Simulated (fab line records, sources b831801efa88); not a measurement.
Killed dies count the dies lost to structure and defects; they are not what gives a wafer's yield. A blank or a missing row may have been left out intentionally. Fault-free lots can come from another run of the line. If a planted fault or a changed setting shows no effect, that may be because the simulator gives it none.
fab line records + flow gf180mcu
record:
- lots: 6
- wafers: 18
- last-day: 34
route steps=602 shown V1@351 M2@362
lots that met no fault: taken from a fault-free run of the same line
start-h: start of the lot's first displayed wafer, in hours after the record's first day + wait-h: time in hours since the lot's previous step + " unchanged from the row above + L1.1+2: a single row standing in for several wafers + - value missing, or start not given + * or withheld: withheld + < > ~ a bound
route shown NAME@n: names a module that has steps shown in the file, with the first one's number in the route + usual: mean and standard deviation over wafers with no fault + same: alike in all rows + chamber/n: place in a boat + sites: readings site by site + _std_site: their standard deviation + _edge_site: mean of outer sites minus mean of inner sites + radius-mm: for every site, how far away it sits from the centre of the wafer + mask NAME#n: copy n + behind: the tool/chamber that last shaped the wafer + hold: what put the lot on hold/how long, in hours/how the hold closed + device: names the non-switching transistor (n, p or np) + end of line: tests run on the same wafers once the route is complete + step lacking rows: just its recipe + killed: count of dies lost to structure and defects at first sort (not the wafer's yield) + map: the dies of a wafer, with x for killed, . for not killed, _ for no die there
set.NAME: the setting that was run; set.NAME@STEP: the one run at that earlier step + model.NAME: the simulator's own value behind a step, which no gauge read
certain route steps with their lots: each step a table, each wafer a row
services: the hour from which a tool's chamber was out of use, counted from the record's first day as start-h (under 0 if before that day), plus the number of hours and why
== steps ==
step: GF_V1_ETCH_16
recipe:
- chemistry: N2/H2
- target-depth-a: withheld
- overetch-a: withheld
- time-s: withheld
- target: BARC
- ion-energy-ev: 200
- source-w: 500
- bias-w: 100
- pressure-mtorr: 30
- n2-flow-sccm: 100
- h2-flow-sccm: 200
step: GF_V1_ETCH_17
recipe:
- chemistry: C4F8/O2/Ar
- mask-material: KrF
- target: SiO2
- stop-on: TiN
- source-w: 1500
- bias-w: 1200
- pressure-mtorr: 40
- c4f8-flow-sccm: withheld
- O2_flow_sccm: 6
- Ar_flow_sccm: 300
- time-s: withheld
- target-depth-a: 6300
step: GF_V1_STRIP_18
recipe:
- chemistry: O2/N2
- power-w: 1400
- pressure-mtorr: 1500
- platen-temp-c: 250
- o2-flow-sccm: 3000
- n2-flow-sccm: 300
- overash-fraction: 0.5
usual:
- drypump-motor-current-A: 5.6/0.32
- heater-power-w: 338/27
- oes-product-au: 0.592/0.0049
| lot.wafer | tool            | chamber | start-h | wait-h | drypump-motor-current-A | heater-power-w | oes-product-au | rf-hours-counter-h |
|-----------|-----------------|---------|---------|--------|-------------------------|----------------|----------------|--------------------|
| L137.1    | plasma-asher-03 | 0       | 437.49  | -      | 5.6                     | 355            | 0.595          | 33                 |
| L137.4    | "               | 1       | "       | "      | 5.6                     | 365            | 0.594          | -                  |
| L137.6    | "               | 1       | "       | "      | 5.6                     | 367            | 0.592          | -                  |
| L143.1    | plasma-asher-03 | 1       | 491.89  | -      | 5.6                     | 368            | 0.590          | 38                 |
| L143.4    | "               | 1       | "       | "      | 5.6                     | 371            | 0.594          | -                  |
| L143.5    | "               | 0       | "       | "      | 5.6                     | 348            | 0.596          | -                  |
| L144.1    | plasma-asher-01 | 0       | 499.93  | -      | 5.0                     | 298            | 0.593          | 85                 |
| L144.2    | "               | 1       | "       | "      | 5.4                     | 311            | 0.597          | 85                 |
| L144.3    | "               | 0       | "       | "      | 5.0                     | 295            | 0.588          | -                  |
| L151.4    | plasma-asher-03 | 1       | 567.01  | -      | 5.6                     | 369            | 0.583          | -                  |
| L151.5    | "               | 1       | "       | "      | 5.6                     | 368            | 0.589          | -                  |
| L151.6    | "               | 0       | "       | "      | 5.6                     | 344            | 0.587          | -                  |
| L156.2    | plasma-asher-04 | 0       | 587.94  | -      | 6.1                     | 372            | 0.598          | 76                 |
| L156.4    | "               | 0       | "       | "      | 6.1                     | 367            | 0.593          | -                  |
| L156.6    | "               | 0       | "       | "      | 6.1                     | 375            | 0.585          | -                  |
| L157.2    | plasma-asher-03 | 1       | 601.78  | -      | 5.6                     | 359            | 0.591          | 48                 |
| L157.4    | "               | 0       | "       | "      | 5.6                     | 342            | 0.586          | -                  |
| L157.6    | "               | 0       | "       | "      | 5.6                     | 354            | 0.595          | -                  |
step: GF_V1_STRIP_19
recipe:
- chemistry: post-etch-residue-remover
- time-s: 1200
- temp-c: 72.5
step: GF_V1_CLEAN_20
recipe:
- chemistry: DIW
- dry: n2-spin
step: GF_V1_SPUTTER_21
recipe:
- material: Ti
- target-thk-nm: 15
- chamber-pressure-pa: 5
- power-w: 2500
- substrate-temp-c: 200
- time-s: 80.02
usual:
- chamber-pressure-pa: 5.000/0.01
- throttle-valve-pct: 29.6/1.1
| lot.wafer | tool           | chamber | start-h | wait-h | chamber-pressure-pa | throttle-valve-pct |
|-----------|----------------|---------|---------|--------|---------------------|--------------------|
| L137.1    | pvd-sputter-01 | -       | 438.03  | 0.0    | 5.022               | 31.6               |
| L137.4    | "              | -       | "       | "      | 4.997               | 29.2               |
| L137.6    | "              | -       | "       | "      | 5.001               | 30.6               |
| L143.1    | pvd-sputter-04 | -       | 492.54  | 0.0    | 5.002               | 28.8               |
| L143.4    | "              | -       | "       | "      | 5.002               | 29.7               |
| L143.5    | "              | -       | "       | "      | 4.992               | 29.5               |
| L144.1    | pvd-sputter-01 | -       | 500.47  | 0.0    | 4.994               | 28.2               |
| L144.2    | "              | -       | "       | "      | 5.002               | 29.1               |
| L144.3    | "              | -       | "       | "      | 4.978               | 30.7               |
| L151.4    | pvd-sputter-03 | -       | 567.54  | 0.0    | 4.995               | 29.7               |
| L151.5    | "              | -       | "       | "      | 4.990               | 29.6               |
| L151.6    | "              | -       | "       | "      | 4.989               | 30.2               |
| L156.2    | pvd-sputter-04 | -       | 588.47  | 0.0    | 5.013               | 29.1               |
| L156.4    | "              | -       | "       | "      | 4.994               | 29.5               |
| L156.6    | "              | -       | "       | "      | 5.005               | 29.2               |
| L157.2    | pvd-sputter-04 | -       | 602.34  | 0.0    | 5.007               | 29.5               |
| L157.4    | "              | -       | "       | "      | 4.987               | 29.0               |
| L157.6    | "              | -       | "       | "      | 5.003               | 29.0               |
step: GF_V1_SPUTTER_22
recipe:
- material: TiN
- target-thk-nm: 10
- chamber-pressure-pa: 5
- power-w: 4000
- time-s: 40
step: GF_V1_CVD_23
recipe:
- material: W
- target-thk-nm: 350
- time-s: 105.05
- temp-c: 400
- pressure-torr: 40
usual:
- heater-power-w: 810/63
| lot.wafer | tool     | chamber | start-h | wait-h | heater-power-w |
|-----------|----------|---------|---------|--------|----------------|
| L137.1    | cvd-w-01 | 1       | 438.13  | 0.0    | 826            |
| L137.4    | "        | 0       | "       | "      | 823            |
| L137.6    | "        | 1       | "       | "      | 847            |
| L143.1    | cvd-w-01 | 1       | 492.64  | 0.0    | 851            |
| L143.4    | "        | 1       | "       | "      | 830            |
| L143.5    | "        | 1       | "       | "      | 848            |
| L144.1    | cvd-w-01 | 0       | 500.57  | 0.0    | 772            |
| L144.2    | "        | 1       | "       | "      | 821            |
| L144.3    | "        | 0       | "       | "      | 796            |
| L151.4    | cvd-w-02 | 1       | 567.68  | 0.1    | 701            |
| L151.5    | "        | 1       | "       | "      | 697            |
| L151.6    | "        | 0       | "       | "      | 931            |
| L156.2    | cvd-w-01 | 0       | 588.57  | 0.0    | 829            |
| L156.4    | "        | 1       | "       | "      | 821            |
| L156.6    | "        | 1       | "       | "      | 814            |
| L157.2    | cvd-w-01 | 1       | 602.44  | 0.0    | 834            |
| L157.4    | "        | 0       | "       | "      | 793            |
| L157.6    | "        | 1       | "       | "      | 814            |
step: GF_V1_RS_MEAS_24
recipe:
- thk-meas-gauge: four-point-probe
- reads: W_of_V1_CVD_23+TiN_of_V1_SPUTTER_22+Ti_of_V1_SPUTTER_21
usual:
- V1_W_RS: 0.328/0.0032
| lot.wafer | tool          | chamber | start-h | wait-h | V1_W_RS[ohm/sq] |
|-----------|---------------|---------|---------|--------|-----------------|
| L137.1    | film-metro-02 | -       | 438.24  | 0.1    | 0.330           |
| L137.4    | "             | -       | "       | "      | 0.330           |
| L137.6    | "             | -       | "       | "      | 0.329           |
| L143.1    | film-metro-02 | -       | 492.76  | 0.1    | 0.327           |
| L143.4    | "             | -       | "       | "      | 0.325           |
| L143.5    | "             | -       | "       | "      | 0.324           |
| L144.1    | film-metro-01 | -       | 500.68  | 0.1    | 0.326           |
| L144.2    | "             | -       | "       | "      | 0.330           |
| L144.3    | "             | -       | "       | "      | 0.329           |
| L151.4    | film-metro-02 | -       | 567.81  | 0.1    | 0.333           |
| L151.5    | "             | -       | "       | "      | 0.330           |
| L151.6    | "             | -       | "       | "      | 0.332           |
| L156.2    | film-metro-01 | -       | 588.70  | 0.1    | 0.324           |
| L156.4    | "             | -       | "       | "      | 0.323           |
| L156.6    | "             | -       | "       | "      | 0.325           |
| L157.2    | film-metro-02 | -       | 602.57  | 0.1    | 0.329           |
| L157.4    | "             | -       | "       | "      | 0.331           |
| L157.6    | "             | -       | "       | "      | 0.326           |
step: GF_V1_THK_MEAS_25
recipe:
- thk-meas-gauge: xrf
- reads: W_of_V1_CVD_23
usual:
- V1_W_THK: 353/4.4
| lot.wafer | tool          | chamber | start-h | wait-h | V1_W_THK[nm] |
|-----------|---------------|---------|---------|--------|--------------|
| L137.1    | film-metro-02 | -       | 438.36  | 0.1    | 351          |
| L137.4    | "             | -       | "       | "      | 347          |
| L137.6    | "             | -       | "       | "      | 352          |
| L143.1    | film-metro-02 | -       | 492.88  | 0.1    | 352          |
| L143.4    | "             | -       | "       | "      | 355          |
| L143.5    | "             | -       | "       | "      | 357          |
| L144.1    | film-metro-01 | -       | 500.80  | 0.1    | 355          |
| L144.2    | "             | -       | "       | "      | 352          |
| L144.3    | "             | -       | "       | "      | 352          |
| L151.4    | film-metro-02 | -       | 567.90  | 0.1    | 342          |
| L151.5    | "             | -       | "       | "      | 345          |
| L151.6    | "             | -       | "       | "      | 344          |
| L156.2    | film-metro-01 | -       | 588.81  | 0.1    | 352          |
| L156.4    | "             | -       | "       | "      | 355          |
| L156.6    | "             | -       | "       | "      | 353          |
| L157.2    | film-metro-02 | -       | 602.68  | 0.1    | 352          |
| L157.4    | "             | -       | "       | "      | 350          |
| L157.6    | "             | -       | "       | "      | 356          |
step: GF_V1_CMP_26
recipe:
- stop-on: SiO2
- down-force-psi: 3.5
- platen-rpm: 60
- t-overpolish-s: 15
- target-thk-nm: 0
- pad-velocity-m-s: 0.94248
usual:
- edge-zone-pressure-frac: 1.000/0.0044
- motor-current-A: 11.3/0.49
- overpolish-run-s: 15.000/0.0093
- time-to-endpoint-s: 83/4.5
| lot.wafer | tool   | chamber | start-h | wait-h | edge-zone-pressure-frac | motor-current-A | overpolish-run-s | time-to-endpoint-s |
|-----------|--------|---------|---------|--------|-------------------------|-----------------|------------------|--------------------|
| L137.1    | cmp-01 | 0       | 438.42  | 0.1    | 0.995                   | 11.3            | 15.003           | 82                 |
| L137.4    | "      | 3       | "       | "      | 0.998                   | 11.2            | 15.001           | 80                 |
| L137.6    | "      | 1       | "       | "      | 0.997                   | 11.3            | 15.001           | 79                 |
| L143.4    | cmp-02 | 0       | 492.94  | 0.0    | 1.003                   | 12.2            | 15.006           | 79                 |
| L143.1    | "      | 3       | "       | "      | 1.006                   | 10.7            | 14.980           | 81                 |
| L143.5    | "      | 1       | "       | "      | 0.995                   | 10.9            | 15.009           | 81                 |
| L144.2    | cmp-02 | 1       | 500.86  | 0.0    | 1.002                   | 10.8            | 15.013           | 85                 |
| L144.3    | "      | 2       | "       | "      | 1.001                   | 11.2            | 14.999           | 79                 |
| L144.1    | "      | 0       | "       | "      | 1.004                   | 12.0            | 15.002           | 83                 |
| L151.4    | cmp-01 | 2       | 568.08  | 0.2    | 0.994                   | 11.2            | 15.020           | 87                 |
| L151.5    | "      | 3       | "       | "      | 0.999                   | 12.1            | 14.991           | 79                 |
| L151.6    | "      | 0       | "       | "      | 1.003                   | 11.5            | 14.995           | 86                 |
| L156.2    | cmp-01 | 3       | 588.86  | 0.0    | 0.998                   | 11.6            | 15.001           | 82                 |
| L156.4    | "      | 1       | "       | "      | 0.999                   | 11.7            | 15.002           | 83                 |
| L156.6    | "      | 3       | "       | "      | 0.993                   | 11.6            | 15.008           | 80                 |
| L157.2    | cmp-02 | 2       | 602.73  | 0.0    | 1.003                   | 11.5            | 15.000           | 75                 |
| L157.4    | "      | 3       | "       | "      | 0.999                   | 10.4            | 14.992           | 74                 |
| L157.6    | "      | 3       | "       | "      | 1.004                   | 11.2            | 14.998           | 77                 |
step: GF_M2_SPUTTER_00
recipe:
- material: Ti
- target-thk-nm: 37.5
- arriving-ion-energy-ev: 80
- substrate-temp-c: 200
- chamber-pressure-pa: 2
- power-w: 4000
- time-s: 150
step: GF_M2_SPUTTER_01
recipe:
- material: TiN
- target-thk-nm: 30
- power-w: 6500
- time-s: 25
- chamber-pressure-pa: 0.4
usual:
- chamber-pressure-pa: 0.4000/0.00077
- throttle-valve-pct: 29.9/1
| lot.wafer | tool           | chamber | start-h | wait-h | chamber-pressure-pa | throttle-valve-pct | model.TiN_of_M2_SPUTTER_01.thk-nm |
|-----------|----------------|---------|---------|--------|---------------------|--------------------|-----------------------------------|
| L137.1    | pvd-sputter-03 | -       | 438.82  | 0.1    | 0.3997              | 29.9               | 30.79                             |
| L137.4    | "              | -       | "       | "      | 0.4008              | 29.8               | 29.97                             |
| L137.6    | "              | -       | "       | "      | 0.3995              | 30.1               | 30.36                             |
| L143.1    | pvd-sputter-02 | -       | 493.34  | 0.1    | 0.3483              | 30.7               | 30.65                             |
| L143.4    | "              | -       | "       | "      | 0.3988              | 30.5               | 30.35                             |
| L143.5    | "              | -       | "       | "      | 0.3986              | 31.4               | 30.17                             |
| L144.1    | pvd-sputter-02 | -       | 501.26  | 0.1    | 0.3999              | 30.7               | 30.04                             |
| L144.2    | "              | -       | "       | "      | 0.3476              | 30.4               | 30.06                             |
| L144.3    | "              | -       | "       | "      | 0.4004              | 29.4               | 29.53                             |
| L151.4    | pvd-sputter-01 | -       | 568.33  | 0.1    | 0.4000              | 29.0               | 29.5                              |
| L151.5    | "              | -       | "       | "      | 0.3999              | 28.2               | 29.9                              |
| L151.6    | "              | -       | "       | "      | 0.3996              | 30.7               | 29.72                             |
| L156.2    | pvd-sputter-02 | -       | 589.26  | 0.1    | 0.4007              | 31.4               | 29.95                             |
| L156.4    | "              | -       | "       | "      | 0.4012              | 29.5               | 30.56                             |
| L156.6    | "              | -       | "       | "      | 0.4009              | 31.3               | 30.2                              |
| L157.2    | pvd-sputter-01 | -       | 603.13  | 0.1    | 0.3997              | 28.1               | 30.03                             |
| L157.4    | "              | -       | "       | "      | 0.3993              | 30.8               | 30.2                              |
| L157.6    | "              | -       | "       | "      | 0.4008              | 29.1               | 30.05                             |
step: GF_M2_SPUTTER_02
recipe:
- material: AlCu
- target-thk-nm: 450
- power-w: 10600
- time-s: 23.9
- chamber-pressure-pa: 0.4
usual:
- chamber-pressure-pa: 0.3998/0.00083
- throttle-valve-pct: 29.9/1
| lot.wafer | tool           | chamber | start-h | wait-h | chamber-pressure-pa | throttle-valve-pct |
|-----------|----------------|---------|---------|--------|---------------------|--------------------|
| L137.1    | pvd-sputter-03 | -       | 438.85  | 0.0    | 0.3990              | 29.7               |
| L137.4    | "              | -       | "       | "      | 0.4004              | 29.5               |
| L137.6    | "              | -       | "       | "      | 0.4000              | 30.0               |
| L143.1    | pvd-sputter-02 | -       | 493.37  | 0.0    | 0.3999              | 28.3               |
| L143.4    | "              | -       | "       | "      | 0.4006              | 30.9               |
| L143.5    | "              | -       | "       | "      | 0.3992              | 31.2               |
| L144.1    | pvd-sputter-02 | -       | 501.29  | 0.0    | 0.3991              | 30.6               |
| L144.2    | "              | -       | "       | "      | 0.4005              | 28.4               |
| L144.3    | "              | -       | "       | "      | 0.4004              | 29.5               |
| L151.4    | pvd-sputter-01 | -       | 568.37  | 0.0    | 0.3990              | 29.3               |
| L151.5    | "              | -       | "       | "      | 0.4008              | 28.1               |
| L151.6    | "              | -       | "       | "      | 0.4017              | 30.7               |
| L156.2    | pvd-sputter-02 | -       | 589.29  | 0.0    | 0.3993              | 31.5               |
| L156.4    | "              | -       | "       | "      | 0.4006              | 29.3               |
| L156.6    | "              | -       | "       | "      | 0.3985              | 31.4               |
| L157.2    | pvd-sputter-01 | -       | 603.16  | 0.0    | 0.4013              | 28.1               |
| L157.4    | "              | -       | "       | "      | 0.3999              | 30.6               |
| L157.6    | "              | -       | "       | "      | 0.4006              | 29.2               |
== services ==
| tool            | chamber | start-h | hours | kind   |
|-----------------|---------|---------|-------|--------|
| pvd-sputter-03  | -       | 426.14  | 1.5   | repair |
| pvd-sputter-01  | -       | 457.89  | 2.2   | repair |
| pvd-sputter-04  | -       | 465.46  | 0.9   | repair |
| cmp-02          | -       | 474.23  | 2.1   | repair |
| plasma-asher-03 | -       | 476.37  | 2.8   | pm     |
| cmp-01          | -       | 479.92  | 3.2   | pm     |
| cmp-02          | -       | 490.79  | 1.3   | repair |
| cmp-02          | -       | 494.97  | 3.8   | pm     |
| plasma-asher-03 | -       | 495.15  | 13.1  | repair |
| pvd-sputter-01  | -       | 497.32  | 1.1   | repair |
| cvd-w-01        | -       | 505.29  | 2.8   | pm     |
| cmp-01          | -       | 508.23  | 0.8   | repair |
| cmp-01          | -       | 520.74  | 15.4  | pm     |
| pvd-sputter-02  | -       | 531.79  | 3.8   | repair |
| pvd-sputter-04  | -       | 531.92  | 3.7   | repair |
| cvd-w-01        | -       | 537.87  | 1.3   | repair |
| cvd-w-01        | -       | 548.04  | 14.6  | pm     |
| cmp-01          | -       | 557.71  | 1.2   | repair |
| cmp-01          | -       | 559.27  | 1.8   | repair |
| cvd-w-01        | 1       | 563.43  | 18.1  | repair |
| cmp-01          | -       | 572.00  | 4.0   | pm     |
| pvd-sputter-01  | -       | 580.42  | 7.6   | repair |
| cmp-01          | -       | 592.73  | 0.5   | repair |
| pvd-sputter-03  | -       | 599.17  | 2.7   | repair |
== key ==
first-sign:
- step: GF_M2_SPUTTER_01
- reading: chamber-pressure-pa
- direction: down
- sigmas: 68
- usual: 0.4000
- struck: 0.3480
effect none on later readings
model-effect:
- step: GF_M2_SPUTTER_01
- value: TiN_of_M2_SPUTTER_01.thk-nm
- without: 29.77
- struck: 30.36
met-at GF_M2_SPUTTER_01
struck-wafers L143.1,L144.2
fault:
- kind: process-parameter-drift
- tool: pvd-sputter-02
- chamber: -
- onset-h: 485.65
- steps: GF_M2_SPUTTER_01
- channel: chamber-pressure-pa
- offset: -0.051922
- shape: step
- end-h: 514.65
- acts-in: these-recipes-only
- stated: 0.4
- scope: struck-wafers-only
